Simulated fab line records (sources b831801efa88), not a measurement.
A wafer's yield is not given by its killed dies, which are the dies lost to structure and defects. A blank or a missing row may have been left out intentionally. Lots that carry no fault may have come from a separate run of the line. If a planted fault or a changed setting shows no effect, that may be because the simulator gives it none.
Which tool is to blame? | flow sky130 | 13 lots, 39 wafers sampled, at 7 steps of a route of 708

== WHAT THE GAUGES SHOWED, per wafer ==
SKY_VT_ADJUST_NCORE_CD_MEAS_07: the cd target is 380 nm. Usual: cdNm reads 379.8 nm (standard deviation 3).
lot  | measured     | on       | cdNm (nm)         | flag
L349 | day 8 19:56  | cdSem-01 | 379.0 377.0 376.2 | 
L350 | day 9 00:41  | cdSem-01 | 382.5 384.1 380.5 | 
L351 | day 9 06:06  | cdSem-01 | 377.4 376.4 377.4 | 
L353 | day 10 02:58 | cdSem-01 | 382.6 382.4 383.7 | 
L354 | day 10 06:46 | cdSem-01 | 387.1 387.2 385.3 | 
L355 | day 10 15:23 | cdSem-02 | - - -             | OFF
L357 | day 11 06:54 | cdSem-02 | 380.0 381.4 381.5 | 
L362 | day 12 13:31 | cdSem-02 | 374.4 376.3 375.6 | 
L363 | day 12 21:43 | cdSem-02 | 381.3 381.9 383.5 | 
L365 | day 13 22:32 | cdSem-02 | 376.6 374.8 373.6 | 
L367 | day 14 05:34 | cdSem-02 | 378.6 377.8 377.0 | 
L368 | day 14 09:19 | cdSem-02 | 381.0 382.1 380.9 | 
L370 | day 15 03:16 | cdSem-02 | 375.9 377.0 375.7 | 

SKY_VT_ADJUST_NCORE_TW_MEAS_11. Usual: for VT_ADJUST_NCORE_TW the level is 219 and the standard deviation is 3.1.
lot  | measured     | on           | VT_ADJUST_NCORE_TW | flag
L349 | day 8 20:20  | filmMetro-03 | 224 224 222        | 
L350 | day 9 01:05  | filmMetro-04 | 217 216 217        | 
L351 | day 9 06:29  | filmMetro-04 | 215 216 215        | 
L353 | day 10 03:22 | filmMetro-04 | 215 217 218        | 
L354 | day 10 07:10 | filmMetro-04 | 216 216 217        | 
L355 | day 10 15:47 | filmMetro-04 | 30 30 30           | OFF
L357 | day 11 07:19 | filmMetro-04 | 218 218 218        | 
L362 | day 12 13:55 | filmMetro-04 | 217 218 219        | 
L363 | day 12 22:07 | filmMetro-02 | 222 222 223        | 
L365 | day 13 22:57 | filmMetro-04 | 217 218 218        | 
L367 | day 14 05:58 | filmMetro-04 | 216 216 216        | 
L368 | day 14 09:44 | filmMetro-04 | 215 216 218        | 
L370 | day 15 03:39 | filmMetro-04 | 216 217 217        | 

SKY_VT_ADJUST_HVTR_TW_MEAS_11. Usual: for VT_ADJUST_HVTR_TW the level is 210.9 and the standard deviation is 2.5.
lot  | measured     | on           | VT_ADJUST_HVTR_TW | flag
L349 | day 9 18:38  | filmMetro-04 | 208.7 208.3 208.0 | 
L350 | day 9 23:17  | filmMetro-04 | 207.5 208.0 207.1 | 
L351 | day 10 04:56 | filmMetro-01 | 209.6 208.8 209.4 | 
L353 | day 11 02:14 | filmMetro-03 | 214.8 215.0 215.4 | 
L354 | day 11 07:13 | filmMetro-01 | 210.4 211.5 211.3 | 
L355 | day 11 15:53 | filmMetro-03 | 267.9 269.2 267.9 | OFF
L357 | day 12 07:13 | filmMetro-04 | 210.2 209.1 209.5 | 
L362 | day 13 14:11 | filmMetro-01 | 211.9 211.3 210.8 | 
L363 | day 13 23:11 | filmMetro-03 | 215.3 215.0 213.6 | 
L365 | day 15 00:52 | filmMetro-04 | 208.2 208.5 208.7 | 
L367 | day 15 08:28 | filmMetro-01 | 212.6 214.2 212.6 | 
L368 | day 15 12:20 | filmMetro-04 | 209.2 209.2 209.1 | 
L370 | day 16 06:46 | filmMetro-01 | 211.6 211.0 212.3 | 

== WHAT TOOL EACH LOT RAN ON (gives the tool, then ch and the chambers of the sampled wafers, and finally the start) ==
lot  | SKY_NWELL_RTA_28                | SKY_VT_ADJUST_HVTP_STRIP_10         | SKY_VT_ADJUST_LVTN_STRIP_20         | SKY_VT_ADJUST_NCORE_EXPOSE_04
L349 | rtpAnneal-01 ch 0, day 5 13:49  | plasmaAsher-04 ch 0,1, day 6 07:37  | plasmaAsher-01 ch 1, day 7 22:59    | ilineStepper-02 ch 0, day 8 09:37
L350 | rtpAnneal-02 ch 0, day 5 18:23  | plasmaAsher-03 ch 0,1, day 6 12:54  | plasmaAsher-04 ch 0,1, day 8 03:37  | ilineStepper-02 ch 0, day 8 14:17
L351 | rtpAnneal-01 ch 0, day 5 23:23  | plasmaAsher-04 ch 0,1, day 6 17:33  | plasmaAsher-01 ch 0,1, day 8 09:13  | ilineStepper-02 ch 0, day 8 19:56
L353 | rtpAnneal-01 ch 0, day 6 14:59  | plasmaAsher-02 ch 0,1, day 7 11:26  | plasmaAsher-04 ch 0,1, day 9 04:58  | ilineStepper-02 ch 0, day 9 16:39
L354 | rtpAnneal-02 ch 0, day 6 17:37  | plasmaAsher-04 ch 0, day 7 13:38    | plasmaAsher-03 ch 0,1, day 9 08:04  | ilineStepper-01 ch 0, day 9 19:54
L355 | rtpAnneal-01 ch 0, day 7 00:59  | plasmaAsher-04 ch 0,1, day 7 21:18  | plasmaAsher-01 ch 0,1, day 9 17:01  | ilineStepper-02 ch 0, day 10 03:47
L357 | rtpAnneal-01 ch 0, day 7 13:48  | plasmaAsher-02 ch 0,1, day 8 10:55  | plasmaAsher-04 ch 0,1, day 10 07:14 | ilineStepper-02 ch 0, day 10 19:40
L362 | rtpAnneal-02 ch 0, day 8 18:10  | plasmaAsher-04 ch 0,1, day 9 17:07  | plasmaAsher-04 ch 0,1, day 11 14:05 | ilineStepper-01 ch 0, day 12 01:50
L363 | rtpAnneal-01 ch 0, day 9 01:07  | plasmaAsher-02 ch 0,1, day 9 23:28  | plasmaAsher-03 ch 0,1, day 11 22:17 | ilineStepper-01 ch 0, day 12 09:57
L365 | rtpAnneal-01 ch 0, day 9 23:04  | plasmaAsher-03 ch 0,1, day 10 22:43 | plasmaAsher-01 ch 0,1, day 12 22:08 | ilineStepper-02 ch 0, day 13 10:14
L367 | rtpAnneal-02 ch 0, day 10 06:05 | plasmaAsher-04 ch 0,1, day 11 06:13 | plasmaAsher-01 ch 0,1, day 13 04:50 | ilineStepper-02 ch 0, day 13 16:52
L368 | rtpAnneal-01 ch 0, day 10 10:13 | plasmaAsher-04 ch 0,1, day 11 09:35 | plasmaAsher-03 ch 0,1, day 13 08:32 | ilineStepper-02 ch 0, day 13 20:46
L370 | rtpAnneal-02 ch 0, day 11 00:18 | plasmaAsher-02 ch 0,1, day 11 23:46 | plasmaAsher-04 ch 0,1, day 14 01:23 | ilineStepper-02 ch 0, day 14 13:56
- SKY_NWELL_RTA_28: time 30 s.
- SKY_VT_ADJUST_HVTP_STRIP_10: strips in O2/N2.
- SKY_VT_ADJUST_LVTN_STRIP_20: strips in O2/N2.
- SKY_VT_ADJUST_NCORE_EXPOSE_04: exposes mask LVTN COMPLEMENT THIN, target cd 380 nm.

== AS READ BY THE TOOLS THEMSELVES (means over the sampled wafers that have a number; for cases with no such wafer, the mark the record gives instead) ==
SKY_NWELL_RTA_28. Usual: chamberO2Ppm 1.996, standard deviation 0.021; lampPowerPct 25.31 %, standard deviation 0.051; wafer_temp_C_max 1054.7, standard deviation 0.9.
lot  | tool         | chamberO2Ppm | lampPowerPct (%) | wafer_temp_C_max | flag
L349 | rtpAnneal-01 | 2.009        | 25.27            | 1055.0           | 
L350 | rtpAnneal-02 | 1.987        | 25.26            | 1054.8           | 
L351 | rtpAnneal-01 | 2.004        | 25.32            | 1054.3           | 
L353 | rtpAnneal-01 | 1.975        | 25.30            | 1056.5           | 
L354 | rtpAnneal-02 | 1.962        | 25.35            | 1054.6           | 
L355 | rtpAnneal-01 | 2.019        | 25.31            | 1054.7           | 
L357 | rtpAnneal-01 | 1.986        | 25.31            | 1054.7           | 
L362 | rtpAnneal-02 | 2.004        | 25.27            | 1054.7           | 
L363 | rtpAnneal-01 | 2.014        | 25.29            | 1054.9           | 
L365 | rtpAnneal-01 | 1.991        | 25.32            | 1054.7           | 
L367 | rtpAnneal-02 | 1.969        | 25.32            | 1054.4           | 
L368 | rtpAnneal-01 | 1.996        | 25.32            | 1054.2           | 
L370 | rtpAnneal-02 | 2.004        | 25.25            | 1054.8           | 

SKY_VT_ADJUST_HVTP_STRIP_10. Usual: drypumpMotorCurrentA 5.9 A, standard deviation 0.37; oesProductAu 0.716 a.u., standard deviation 0.0044; stripTimeToEndpointS 14.19 s, standard deviation 0.04.
lot  | tool           | drypumpMotorCurrentA (A) | oesProductAu (a.u.) | stripTimeToEndpointS (s) | flag
L349 | plasmaAsher-04 | 5.8                      | 0.716               | 14.21                    | 
L350 | plasmaAsher-03 | 6.2                      | 0.713               | 14.18                    | 
L351 | plasmaAsher-04 | 5.9                      | 0.716               | 14.18                    | 
L353 | plasmaAsher-02 | 5.8                      | 0.715               | 14.17                    | 
L354 | plasmaAsher-04 | 5.8                      | 0.714               | 14.22                    | 
L355 | plasmaAsher-04 | 5.9                      | 0.713               | 14.26                    | 
L357 | plasmaAsher-02 | 5.8                      | 0.718               | 14.19                    | 
L362 | plasmaAsher-04 | 5.9                      | 0.712               | 14.17                    | 
L363 | plasmaAsher-02 | 5.8                      | 0.718               | 14.15                    | 
L365 | plasmaAsher-03 | 6.2                      | 0.716               | 14.22                    | 
L367 | plasmaAsher-04 | 5.9                      | 0.721               | 14.21                    | 
L368 | plasmaAsher-04 | 5.8                      | 0.716               | 14.20                    | 
L370 | plasmaAsher-02 | 5.5                      | 0.715               | 14.17                    | 

SKY_VT_ADJUST_LVTN_STRIP_20. Usual: drypumpMotorCurrentA 5.7 A, standard deviation 0.32; oesProductAu 0.715 a.u., standard deviation 0.0046; stripTimeToEndpointS 14.16 s, standard deviation 0.036.
lot  | tool           | drypumpMotorCurrentA (A) | oesProductAu (a.u.) | stripTimeToEndpointS (s) | flag
L349 | plasmaAsher-01 | 5.5                      | 0.715               | 14.18                    | 
L350 | plasmaAsher-04 | 5.8                      | 0.719               | 14.20                    | 
L351 | plasmaAsher-01 | 5.4                      | 0.714               | 14.14                    | 
L353 | plasmaAsher-04 | 5.8                      | 0.716               | 14.16                    | 
L354 | plasmaAsher-03 | 6.2                      | 0.718               | 14.19                    | 
L355 | plasmaAsher-01 | 5.4                      | 0.717               | 14.14                    | 
L357 | plasmaAsher-04 | 5.8                      | 0.718               | 14.17                    | 
L362 | plasmaAsher-04 | 5.8                      | 0.714               | 14.19                    | 
L363 | plasmaAsher-03 | 6.2                      | 0.715               | 14.16                    | 
L365 | plasmaAsher-01 | 5.4                      | 0.713               | 14.14                    | 
L367 | plasmaAsher-01 | 5.4                      | 0.715               | 14.19                    | 
L368 | plasmaAsher-03 | 6.2                      | 0.718               | 14.14                    | 
L370 | plasmaAsher-04 | 5.8                      | 0.717               | 14.10                    | 

== THE ANSWER, worked out from the rows above alone ==
Rule: a lot counts as off when the mean over its wafers that have a number is more than 3 standard deviations away from the usual mean. A lot without any number at a reading at which 4 lots or more have one is off too. Any other lot the step has rows for is counted as sound. The gauges are gone through in route order, then the tools' own readings, and for those a lot's mean is taken as printed above. The first step at which some lot is off is used, and at that step the reading that is off furthest; a lot without a number counts as furthest.
Off: L355, at SKY_VT_ADJUST_NCORE_CD_MEAS_07 (cdNm). Without a number there: L355.
A tool fits if, at a process step before that reading, it ran every lot that is off, and no sound lot after the first of them. Not tried: the gauges at SKY_VT_ADJUST_NCORE_CD_MEAS_07; whatever is off there is also off at SKY_VT_ADJUST_NCORE_TW_MEAS_11, on other tools, and gauge error can't account for it. Of those tried, none fits.

== WHAT THE SIMULATOR HAD INSERTED ==
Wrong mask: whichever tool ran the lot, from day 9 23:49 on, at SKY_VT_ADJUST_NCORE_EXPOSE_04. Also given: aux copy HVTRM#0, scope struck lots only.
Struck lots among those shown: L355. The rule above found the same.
